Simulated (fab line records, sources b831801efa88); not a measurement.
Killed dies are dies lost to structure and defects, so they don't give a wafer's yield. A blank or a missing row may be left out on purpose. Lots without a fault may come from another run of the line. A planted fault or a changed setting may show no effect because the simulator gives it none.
fab line records | flow sky130 | part 1 of 2: steps 1 to 25 of 34
record lots=5 wafers=15 last_day=49
route steps=708 shown VIA4@650 METAL5@661 PASSIVATION@681
lots that met no fault: from a run of the same line without faults
start_h: hours from the record's first day to the start of the lot's first wafer shown | wait_h: hours since the lot's step before | " the same as in the row above | L1.1+2: a row that stands for several wafers | - no value, or no start given | * or withheld: withheld | < > ~ a bound
route shown NAME@n: a module of which the file shows steps, and the number in the route of the first | usual: mean/standard deviation of fault-free wafers | same: alike in all rows | chamber/n: place in a boat | sites: the reading at each site | _std_site: their standard deviation | _edge_site: outer sites' mean less inner sites' | radius_mm: how far each site lies from the wafer's centre | mask NAME#n: copy n | behind: the tool/chamber that last shaped the wafer | hold: why the lot was held/for how many hours/how that ended | device: the transistor (n, p or np) that didn't switch | end of line: the same wafers' tests at the end of the route | a step without rows: its recipe alone | killed: dies lost to structure and defects at the first sort, not the wafer's yield | map: a wafer's dies, x killed, . not, _ none there
set.NAME: the setting as run; set.NAME@STEP: as run at that earlier step | model.NAME: the simulator's own value behind a step, which no gauge read
lots at some steps of the route; a table a step, a row a wafer
services: from which hour (start_h, from the record's first day; less than 0 if before it) a tool's chamber was out of use, for how many hours, and why
## steps
# step SKY_VIA4_OVL_MEAS_11
# usual VIA4_OVL=0.3/1.5
# columns lot.wafer tool chamber start_h wait_h VIA4_OVL[nm]
L077.4 overlay-01 - 1033.96 0.1 1.5
L077.5 " - " " 3.1
L077.6 " - " " 2.5
L078.3 overlay-01 - 1035.65 0.1 0.9
L078.4 " - " " 0.1
L078.6 " - " " -0.5
L081.3 overlay-01 - 1049.23 0.1 -0.8
L081.4 " - " " -1.9
L081.5 " - " " -1.5
L082.2 overlay-02 - 1066.97 0.1 1.4
L082.4 " - " " 1.4
L082.5 " - " " -0.6
L094.1 overlay-02 - 1126.46 0.1 -0.6
L094.4 " - " " 1.3
L094.6 " - " " -2.0
# step SKY_VIA4_ETCH_12
# recipe target=SiO2 chemistry=C4F8/O2/Ar stop_on=TiN mask_material=NOVOLAK source_w=1500 bias_w=1200 pressure_mtorr=40 c4f8_flow_sccm=withheld O2_flow_sccm=6 Ar_flow_sccm=300 time_s=withheld target_depth_a=5800
# usual oes_product_au=0.925/0.0046
# columns lot.wafer tool chamber start_h wait_h oes_product_au
L077.4 rie_diel-04 3 1033.98 0.0 0.918
L077.5 " 3 " " 0.930
L077.6 " 0 " " 0.926
L078.3 rie_diel-03 0 1035.68 0.0 0.926
L078.4 " 3 " " 0.933
L078.6 " 0 " " 0.925
L081.3 rie_diel-04 3 1049.25 0.0 0.920
L081.4 " 1 " " 0.921
L081.5 " 3 " " 0.917
L082.2 rie_diel-04 2 1067.00 0.0 0.923
L082.4 " 1 " " 0.935
L082.5 " 3 " " 0.928
L094.1 rie_diel-02 1 1126.50 0.0 0.921
L094.4 " 0 " " 0.928
L094.6 " 1 " " 0.932
# step SKY_VIA4_STRIP_13
# recipe chemistry=O2/N2 power_w=1400 pressure_mtorr=1500 platen_temp_c=withheld o2_flow_sccm=3000 n2_flow_sccm=300 overash_fraction=0.5
# usual drypump_motor_current_A=5.7/0.48 oes_product_au=0.710/0.0044 strip_time_to_endpoint_s=12.80/0.035
# columns lot.wafer tool chamber start_h wait_h drypump_motor_current_A oes_product_au rf_hours_counter_h strip_time_to_endpoint_s
L077.4 plasma_asher-01 1 1034.08 - 5.7 0.709 - 12.82
L077.5 " 0 " " 6.3 0.707 - 12.80
L077.6 " 1 " " 5.6 0.709 - 12.79
L078.3 plasma_asher-03 0 1035.78 - 5.7 0.708 - 12.79
L078.4 " 1 " " 6.2 0.707 - 12.83
L078.6 " 0 " " 5.7 0.707 - 12.79
L081.3 plasma_asher-03 0 1049.36 - 5.7 0.711 - 12.82
L081.4 " 1 " " 6.2 0.704 - 12.80
L081.5 " 0 " " 5.7 0.705 - 12.79
L082.2 plasma_asher-02 1 1067.08 - 5.8 0.703 91 12.82
L082.4 " 1 " " 5.8 0.711 - 12.75
L082.5 " 0 " " 4.8 0.718 - 12.78
L094.1 plasma_asher-03 0 1126.57 - 5.7 0.711 37 12.84
L094.4 " 0 " " 5.6 0.714 - 12.77
L094.6 " 1 " " 6.1 0.718 - 12.79
# step SKY_VIA4_STRIP_14
# recipe chemistry=post_etch_residue_remover time_s=1200 temp_c=72.5
# columns lot.wafer tool chamber start_h wait_h
L077.4+5+6 wet_bench-04 3 1034.15 0.0
L078.3+4+6 wet_bench-01 0 1035.85 0.0
L081.3+4+5 wet_bench-02 1 1049.43 0.0
L082.2+4+5 wet_bench-04 2 1067.18 0.1
L094.1+4+6 wet_bench-04 0 1126.92 0.3
# step SKY_VIA4_CLEAN_15
# recipe chemistry=IPA time_s=180 temp_c=25
# columns lot.wafer tool chamber start_h wait_h
L077.4+5+6 wet_bench-01 0 1034.49 0.0
L078.3+4+6 wet_bench-02 2 1036.19 0.0
L081.3+4+5 wet_bench-01 1 1049.77 0.0
L082.2+4+5 wet_bench-02 3 1067.52 0.0
L094.1+4+6 wet_bench-02 0 1127.30 0.0
# step SKY_VIA4_CLEAN_16
# recipe chemistry=O3/DIW dry=n2_spin
# columns lot.wafer tool chamber start_h wait_h
L077.4+5+6 wet_bench-04 1 1034.55 0.0
L078.3+4+6 wet_bench-04 1 1036.25 0.0
L081.3+4+5 wet_bench-02 1 1049.83 0.0
L082.2+4+5 wet_bench-04 3 1067.58 0.0
L094.1+4+6 wet_bench-02 0 1127.60 0.2
# step SKY_VIA4_SPUTTER_17
# recipe material=TiN target_thk_nm=20 chamber_pressure_pa=5 power_w=4000 time_s=80
# usual throttle_valve_pct=30.0/0.96
# columns lot.wafer tool chamber start_h wait_h throttle_valve_pct
L077.4 pvd_sputter-04 - 1034.67 0.0 28.3
L077.5 " - " " 30.6
L077.6 " - " " 30.2
L078.3 pvd_sputter-04 - 1036.35 0.0 30.1
L078.4 " - " " 28.5
L078.6 " - " " 30.3
L081.3 pvd_sputter-01 - 1049.92 0.0 31.4
L081.4 " - " " 29.6
L081.5 " - " " 30.4
L082.2 pvd_sputter-04 - 1067.67 0.0 29.3
L082.4 " - " " 30.2
L082.5 " - " " 30.4
L094.1 pvd_sputter-04 - 1127.78 0.0 29.5
L094.4 " - " " 30.4
L094.6 " - " " 29.5
# step SKY_VIA4_CVD_18
# recipe material=W target_thk_nm=505 time_s=152.14 temp_c=400 pressure_torr=40
# usual heater_power_w=795/26 susceptor_temp_C=400.00/0.24
# columns lot.wafer tool chamber start_h wait_h heater_power_w susceptor_temp_C
L077.4 cvd_w-02 0 1034.75 0.1 787 399.93
L077.5 " 0 " " 777 400.03
L077.6 " 1 " " 819 400.34
L078.3 cvd_w-02 0 1036.46 0.1 792 400.05
L078.4 " 1 " " 839 400.14
L078.6 " 1 " " 817 400.10
L081.3 cvd_w-02 1 1050.03 0.1 833 400.40
L081.4 " 0 " " 798 400.19
L081.5 " 0 " " 791 399.72
L082.2 cvd_w-02 0 1067.73 0.0 817 399.93
L082.4 " 0 " " 788 400.31
L082.5 " 0 " " 773 399.73
L094.1 cvd_w-02 0 1127.84 0.0 790 399.96
L094.4 " 0 " " 791 399.78
L094.6 " 0 " " 788 399.45
# step SKY_VIA4_RS_MEAS_19
# recipe thk_meas_gauge=four-point-probe reads=W_of_VIA4_CVD_18+TiN_of_VIA4_SPUTTER_17
# usual VIA4_W_RS=0.2289/0.0023
# columns lot.wafer tool chamber start_h wait_h VIA4_W_RS[ohm/sq]
L077.4 film_metro-03 - 1034.91 0.1 0.2250
L077.5 " - " " 0.2268
L077.6 " - " " 0.2297
L078.3 film_metro-04 - 1036.60 0.1 0.2276
L078.4 " - " " 0.2294
L078.6 " - " " 0.2308
L081.3 film_metro-03 - 1050.17 0.1 0.2309
L081.4 " - " " 0.2296
L081.5 " - " " 0.2300
L082.2 film_metro-04 - 1067.90 0.1 0.2279
L082.4 " - " " 0.2304
L082.5 " - " " 0.2302
L094.1 film_metro-02 - 1128.00 0.1 0.2329
L094.4 " - " " 0.2320
L094.6 " - " " 0.2312
# step SKY_VIA4_THK_MEAS_20
# recipe thk_meas_gauge=xrf reads=W_of_VIA4_CVD_18
# usual VIA4_W_THK=501/4.8
# columns lot.wafer tool chamber start_h wait_h VIA4_W_THK[nm]
L077.4 film_metro-03 - 1035.00 0.1 509
L077.5 " - " " 505
L077.6 " - " " 501
L078.3 film_metro-04 - 1036.70 0.1 502
L078.4 " - " " 500
L078.6 " - " " 498
L081.3 film_metro-03 - 1050.27 0.1 493
L081.4 " - " " 499
L081.5 " - " " 500
L082.2 film_metro-04 - 1068.01 0.1 502
L082.4 " - " " 495
L082.5 " - " " 501
L094.1 film_metro-02 - 1128.12 0.1 492
L094.4 " - " " 491
L094.6 " - " " 499
# step SKY_VIA4_CMP_21
# recipe stop_on=SiO2 t_overpolish_s=25 down_force_psi=3.5 platen_rpm=60 target_thk_nm=0 pad_velocity_m_s=0.94248
# usual motor_current_A=11.4/1.4 overpolish_run_s=25.000/0.0095 time_to_endpoint_s=121/4.5
# columns lot.wafer tool chamber start_h wait_h motor_current_A overpolish_run_s time_to_endpoint_s
L077.4 cmp-01 3 1035.18 0.2 11.8 25.001 130
L077.6 " 0 " " 11.4 24.998 123
L077.5 " 1 " " 13.8 24.993 124
L078.3 cmp-01 3 1036.74 0.0 11.6 25.009 128
L078.4 " 0 " " 12.3 24.992 118
L078.6 " 3 " " 11.8 25.004 121
L081.3 cmp-01 0 1050.36 0.1 11.6 25.004 120
L081.4 " 2 " " 8.4 24.998 118
L081.5 " 3 " " 11.3 24.986 121
L082.2 cmp-02 0 1068.06 0.0 10.1 25.006 129
L082.4 " 3 " " 10.5 24.990 121
L082.5 " 0 " " 9.7 25.002 126
L094.4 cmp-02 2 1128.18 0.0 12.8 25.005 119
L094.1 " 3 " " 11.3 25.017 113
L094.6 " 2 " " 12.4 24.992 121
# step SKY_METAL5_SPUTTER_00
# recipe material=Ti target_thk_nm=15 power_w=3000 time_s=10 chamber_pressure_pa=0.4
# usual throttle_valve_pct=30.2/1
# columns lot.wafer tool chamber start_h wait_h throttle_valve_pct
L077.4 pvd_sputter-03 - 1035.34 0.1 31.5
L077.5 " - " " 29.5
L077.6 " - " " 28.8
L078.3 pvd_sputter-01 - 1037.04 0.2 29.4
L078.4 " - " " 31.4
L078.6 " - " " 31.4
L081.3 pvd_sputter-01 - 1050.61 0.2 31.5
L081.4 " - " " 30.2
L081.5 " - " " 30.3
L082.2 pvd_sputter-02 - 1068.36 0.2 30.8
L082.4 " - " " 30.4
L082.5 " - " " 27.8
L094.1 pvd_sputter-02 - 1128.48 0.2 27.9
L094.4 " - " " 27.8
L094.6 " - " " 30.7
# step SKY_METAL5_SPUTTER_01
# recipe material=TiN target_thk_nm=20 power_w=6500 time_s=16.7 chamber_pressure_pa=0.4
# usual throttle_valve_pct=30.2/1.1
# columns lot.wafer tool chamber start_h wait_h throttle_valve_pct
L077.4 pvd_sputter-03 - 1035.37 0.0 31.8
L077.5 " - " " 29.7
L077.6 " - " " 28.7
L078.3 pvd_sputter-01 - 1037.06 0.0 29.9
L078.4 " - " " 31.6
L078.6 " - " " 31.6
L081.3 pvd_sputter-01 - 1050.63 0.0 31.4
L081.4 " - " " 30.5
L081.5 " - " " 30.4
L082.2 pvd_sputter-02 - 1068.38 0.0 30.9
L082.4 " - " " 30.2
L082.5 " - " " 28.0
L094.1 pvd_sputter-02 - 1128.50 0.0 27.8
L094.4 " - " " 27.8
L094.6 " - " " 30.5
# step SKY_METAL5_SPUTTER_02
# recipe material=AlCu target_thk_nm=1150 power_w=10600 time_s=61.2 chamber_pressure_pa=0.4
# usual throttle_valve_pct=30.2/1
# columns lot.wafer tool chamber start_h wait_h throttle_valve_pct
L077.4 pvd_sputter-03 - 1035.41 0.0 31.8
L077.5 " - " " 29.5
L077.6 " - " " 28.5
L078.3 pvd_sputter-01 - 1037.09 0.0 29.3
L078.4 " - " " 31.6
L078.6 " - " " 31.7
L081.3 pvd_sputter-01 - 1050.66 0.0 31.6
L081.4 " - " " 30.3
L081.5 " - " " 30.4
L082.2 pvd_sputter-02 - 1068.41 0.0 30.7
L082.4 " - " " 30.6
L082.5 " - " " 27.9
L094.1 pvd_sputter-02 - 1128.52 0.0 28.1
L094.4 " - " " 28.1
L094.6 " - " " 30.9
# step SKY_METAL5_SPUTTER_03
# recipe material=Ti target_thk_nm=5 power_w=3000 time_s=3.3 chamber_pressure_pa=0.4
# usual throttle_valve_pct=30.2/1.1
# columns lot.wafer tool chamber start_h wait_h throttle_valve_pct
L077.4 pvd_sputter-03 - 1035.44 0.0 31.6
L077.5 " - " " 29.8
L077.6 " - " " 28.8
L078.3 pvd_sputter-01 - 1037.14 0.0 29.4
L078.4 " - " " 31.8
L078.6 " - " " 31.7
L081.3 pvd_sputter-01 - 1050.71 0.0 31.5
L081.4 " - " " 30.2
L081.5 " - " " 30.5
L082.2 pvd_sputter-02 - 1068.46 0.0 30.9
L082.4 " - " " 29.9
L082.5 " - " " 27.7
L094.1 pvd_sputter-02 - 1128.57 0.0 27.9
L094.4 " - " " 28.2
L094.6 " - " " 30.9
# step SKY_METAL5_SPUTTER_04
# recipe material=TiN target_thk_nm=70 power_w=6500 time_s=58.3 chamber_pressure_pa=0.4
# usual throttle_valve_pct=30.2/1.1
# columns lot.wafer tool chamber start_h wait_h throttle_valve_pct
L077.4 pvd_sputter-03 - 1035.48 0.0 31.6
L077.5 " - " " 29.5
L077.6 " - " " 28.7
L078.3 pvd_sputter-01 - 1037.16 0.0 29.6
L078.4 " - " " 31.3
L078.6 " - " " 31.7
L081.3 pvd_sputter-01 - 1050.73 0.0 31.7
L081.4 " - " " 30.5
L081.5 " - " " 30.4
L082.2 pvd_sputter-02 - 1068.48 0.0 30.8
L082.4 " - " " 30.2
L082.5 " - " " 28.1
L094.1 pvd_sputter-02 - 1128.59 0.0 27.6
L094.4 " - " " 28.0
L094.6 " - " " 30.7
# step SKY_METAL5_RS_MEAS_05
# recipe thk_meas_gauge=four-point-probe reads=TiN_of_METAL5_SPUTTER_04+Ti_of_METAL5_SPUTTER_03+AlCu_of_METAL5_SPUTTER_02+TiN_of_METAL5_SPUTTER_01+Ti_of_METAL5_SPUTTER_00
# usual METAL5_ALCU_RS=0.02723/0.00023
# columns lot.wafer tool chamber start_h wait_h METAL5_ALCU_RS[ohm/sq]
L077.4 film_metro-02 - 1035.56 0.1 0.02706
L077.5 " - " " 0.02767
L077.6 " - " " 0.02749
L078.3 film_metro-02 - 1037.25 0.1 0.02698
L078.4 " - " " 0.02729
L078.6 " - " " 0.02755
L081.3 film_metro-02 - 1050.82 0.1 0.02735
L081.4 " - " " 0.02699
L081.5 " - " " 0.02717
L082.2 film_metro-02 - 1068.55 0.0 0.02711
L082.4 " - " " 0.02713
L082.5 " - " " 0.02723
L094.1 film_metro-04 - 1128.64 0.0 0.02745
L094.4 " - " " 0.02738
L094.6 " - " " 0.02728
# step SKY_METAL5_THK_MEAS_06
# recipe thk_meas_gauge=xrf reads=AlCu_of_METAL5_SPUTTER_02
# usual METAL5_ALCU_THK=1133/11
# columns lot.wafer tool chamber start_h wait_h METAL5_ALCU_THK[nm]
L077.4 film_metro-02 - 1035.65 0.1 1148
L077.5 " - " " 1115
L077.6 " - " " 1127
L078.3 film_metro-02 - 1037.35 0.1 1153
L078.4 " - " " 1138
L078.6 " - " " 1126
L081.3 film_metro-02 - 1050.92 0.1 1136
L081.4 " - " " 1154
L081.5 " - " " 1146
L082.2 film_metro-02 - 1068.66 0.1 1128
L082.4 " - " " 1129
L082.5 " - " " 1129
L094.1 film_metro-04 - 1128.76 0.1 1136
L094.4 " - " " 1135
L094.6 " - " " 1138
# step SKY_METAL5_DEHYDRATE_07
# recipe temp_c=200 time_s=60
# usual chill_plate_temp_C=23.03/0.093 exhaust_pa=45.0/0.87
# columns lot.wafer tool chamber start_h wait_h chill_plate_temp_C exhaust_pa
L077.4 litho_track-02 0 1045.97 10.3 23.02 44.0
L077.5 " 0 " " 22.97 45.9
L077.6 " 0 " " 22.98 45.9
L078.3 litho_track-02 0 1047.49 10.1 22.99 42.5
L078.4 " 0 " " 22.99 45.3
L078.6 " 0 " " 22.95 44.1
L081.3 litho_track-02 0 1060.99 10.1 23.02 42.9
L081.4 " 0 " " 23.06 44.2
L081.5 " 0 " " 23.27 44.6
L082.2 litho_track-04 0 1078.24 9.6 23.07 47.3
L082.4 " 0 " " 23.09 45.6
L082.5 " 0 " " 23.16 46.1
L094.1 litho_track-03 0 1137.16 8.4 23.00 45.7
L094.4 " 0 " " 22.98 46.3
L094.6 " 0 " " 23.03 44.7
# step SKY_METAL5_HMDS_08
# recipe prime_time_s=60 prime_temp_c=120
# usual chill_plate_temp_C=23.01/0.087 exhaust_pa=45.0/0.93
# columns lot.wafer tool chamber start_h wait_h chill_plate_temp_C exhaust_pa
L077.4 litho_track-02 0 1046.12 0.1 23.11 44.3
L077.5 " 0 " " 22.97 44.6
L077.6 " 0 " " 23.20 44.4
L078.3 litho_track-02 0 1047.64 0.1 23.00 44.1
L078.4 " 0 " " 22.97 44.0
L078.6 " 0 " " 23.15 43.9
L081.3 litho_track-02 0 1061.14 0.1 22.82 46.3
L081.4 " 0 " " 22.97 45.0
L081.5 " 0 " " 23.02 44.6
L082.2 litho_track-04 0 1078.39 0.1 22.99 44.2
L082.4 " 0 " " 23.00 44.6
L082.5 " 0 " " 23.16 45.9
L094.1 litho_track-03 0 1137.31 0.1 23.10 44.6
L094.4 " 0 " " 23.00 44.6
L094.6 " 0 " " 23.07 44.4
# step SKY_METAL5_COAT_09
# recipe resist=NOVOLAK spin_rpm=3000 resist_thk_nm=1800
# usual chill_plate_temp_C=23.00/0.1 exhaust_pa=44.9/0.76
# columns lot.wafer tool chamber start_h wait_h chill_plate_temp_C exhaust_pa
L077.4 litho_track-02 0 1046.27 0.1 22.99 44.7
L077.5 " 0 " " 23.04 44.6
L077.6 " 0 " " 23.08 44.4
L078.3 litho_track-02 0 1047.79 0.1 23.08 42.7
L078.4 " 0 " " 22.88 44.9
L078.6 " 0 " " 22.90 44.5
L081.3 litho_track-02 0 1061.29 0.1 22.98 45.5
L081.4 " 0 " " 22.88 45.5
L081.5 " 0 " " 22.94 44.0
L082.2 litho_track-04 0 1078.54 0.1 23.06 45.2
L082.4 " 0 " " 23.08 43.8
L082.5 " 0 " " 23.14 45.7
L094.1 litho_track-03 0 1137.46 0.1 22.88 44.1
L094.4 " 0 " " 22.97 45.2
L094.6 " 0 " " 23.05 44.9
# step SKY_METAL5_SOFTBAKE_10
# recipe temp_c=90 time_s=60 resist=NOVOLAK
# usual chill_plate_temp_C=23.02/0.11 exhaust_pa=44.9/0.86
# columns lot.wafer tool chamber start_h wait_h chill_plate_temp_C exhaust_pa
L077.4 litho_track-02 0 1046.42 0.1 23.02 44.0
L077.5 " 0 " " 22.87 43.9
L077.6 " 0 " " 22.79 43.7
L078.3 litho_track-02 0 1047.94 0.1 23.25 44.5
L078.4 " 0 " " 23.21 45.8
L078.6 " 0 " " 23.19 45.3
L081.3 litho_track-02 0 1061.44 0.1 22.99 44.8
L081.4 " 0 " " 22.99 45.5
L081.5 " 0 " " 22.87 45.5
L082.2 litho_track-04 0 1078.69 0.1 23.06 44.9
L082.4 " 0 " " 23.00 45.4
L082.5 " 0 " " 23.03 44.1
L094.1 litho_track-03 0 1137.61 0.1 23.09 45.1
L094.4 " 0 " " 23.07 45.8
L094.6 " 0 " " 23.10 44.4
# step SKY_METAL5_EXPOSE_11
# recipe mask_id=MM5 na=0.6 source_shape=conventional sigma_outer=0.6 polarization=unpolarized target_cd_nm=1600 dose_mj=190
# columns lot.wafer tool chamber start_h wait_h mask
L077.4+5+6 iline_stepper-02 0 - - MM5#0
L078.3+4+6 iline_stepper-01 0 - - MM5#0
L081.3+4+5 iline_stepper-02 0 - - MM5#0
L082.2+4+5 iline_stepper-01 0 - - MM5#0
L094.1+4+6 iline_stepper-02 0 - - MM5#0
# step SKY_METAL5_PEB_12
# recipe temp_c=withheld time_s=* resist=NOVOLAK
# usual chill_plate_temp_C=* exhaust_pa=45.1/0.98
# columns lot.wafer tool chamber start_h wait_h chill_plate_temp_C exhaust_pa
L077.4 litho_track-04 0 - - * 44.4
L077.5 " 0 " " * 46.5
L077.6 " 0 " " * 45.0
L078.3 litho_track-04 0 - - * 44.8
L078.4 " 0 " " * 43.7
L078.6 " 0 " " * 43.9
L081.3 litho_track-03 0 - - * 43.8
L081.4 " 0 " " * 43.5
L081.5 " 0 " " * 45.6
L082.2 litho_track-04 0 - - * 44.8
L082.4 " 0 " " * 43.0
L082.5 " 0 " " * 45.0
L094.1 litho_track-04 0 - - * 45.3
L094.4 " 0 " " * 45.3
L094.6 " 0 " " * 46.3
# step SKY_METAL5_DEVELOP_13
# recipe resist=NOVOLAK developer=TMAH develop_time_s=60 dev_temp_c=23
# usual chill_plate_temp_C=23.02/0.11 exhaust_pa=44.9/0.95
# columns lot.wafer tool chamber start_h wait_h chill_plate_temp_C exhaust_pa
L077.4 litho_track-04 0 1057.04 0.1 22.97 45.4
L077.5 " 0 " " 22.99 45.4
L077.6 " 0 " " 22.98 45.5
L078.3 litho_track-04 0 1058.81 0.1 23.24 45.9
L078.4 " 0 " " 23.20 45.2
L078.6 " 0 " " 23.15 45.1
L081.3 litho_track-03 0 1071.81 0.1 22.99 46.1
L081.4 " 0 " " 23.03 46.4
L081.5 " 0 " " 23.00 46.3
L082.2 litho_track-04 0 1088.74 0.1 22.98 44.2
L082.4 " 0 " " 23.03 44.4
L082.5 " 0 " " 22.86 44.4
L094.1 litho_track-04 0 1146.86 0.1 22.94 46.3
L094.4 " 0 " " 22.97 46.8
L094.6 " 0 " " 23.17 45.4
